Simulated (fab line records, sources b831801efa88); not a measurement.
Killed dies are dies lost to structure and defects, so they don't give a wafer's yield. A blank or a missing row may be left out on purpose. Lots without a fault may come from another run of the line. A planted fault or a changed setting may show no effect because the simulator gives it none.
Which tool did it? | flow sky130 | 6 lots, 18 wafers sampled, at 2 steps of a route of 708

WHAT THE GAUGES READ, wafer by wafer
SKY_VIA2_BOW_MEAS_03.
lot  | measured     | on            | VIA2_BOW (um)
L159 | day 36 11:22 | film_metro-03 | 88 94 87
L162 | day 37 10:46 | film_metro-03 | 95 96 98
L165 | day 38 05:35 | film_metro-02 | 95 90 85
L168 | day 39 01:46 | film_metro-04 | 79 78 85
L173 | day 41 03:47 | film_metro-02 | 86 90 83
L179 | day 42 08:43 | film_metro-02 | 98 106 105

WHICH TOOL RAN EACH LOT (tool, then ch and the chambers of the sampled wafers, then the start)
lot  | SKY_VIA1_SPUTTER_20
L159 | pvd_sputter-03, day 35 07:11
L162 | pvd_sputter-04, day 36 06:35
L165 | pvd_sputter-03, day 37 01:52
L168 | pvd_sputter-02, day 37 22:05
L173 | pvd_sputter-03, day 39 20:34
L179 | pvd_sputter-02, day 41 05:50
- SKY_VIA1_SPUTTER_20: material TiN, target thk 20 nm, time 80 s.

THE ANSWER, worked out from the rows above alone
Rule: what is usual is taken from the lots themselves. Put in order of their means at a reading, lots are off if they are a third of the lots or fewer, leave a main group of 4 or more, and stand apart from it by a gap of 3 or more times the standard deviation of the main group's means; of several such gaps the widest counts. A main group whose means are all the same, to the digits that the tables above print for the reading, isn't used. A lot without any number at a reading at which 4 lots or more have one is off too. The other lots that the step has rows for count as sound.
No lot is off at any reading shown: from this, nothing can be told.

WHAT THE SIMULATOR HAD PUT IN
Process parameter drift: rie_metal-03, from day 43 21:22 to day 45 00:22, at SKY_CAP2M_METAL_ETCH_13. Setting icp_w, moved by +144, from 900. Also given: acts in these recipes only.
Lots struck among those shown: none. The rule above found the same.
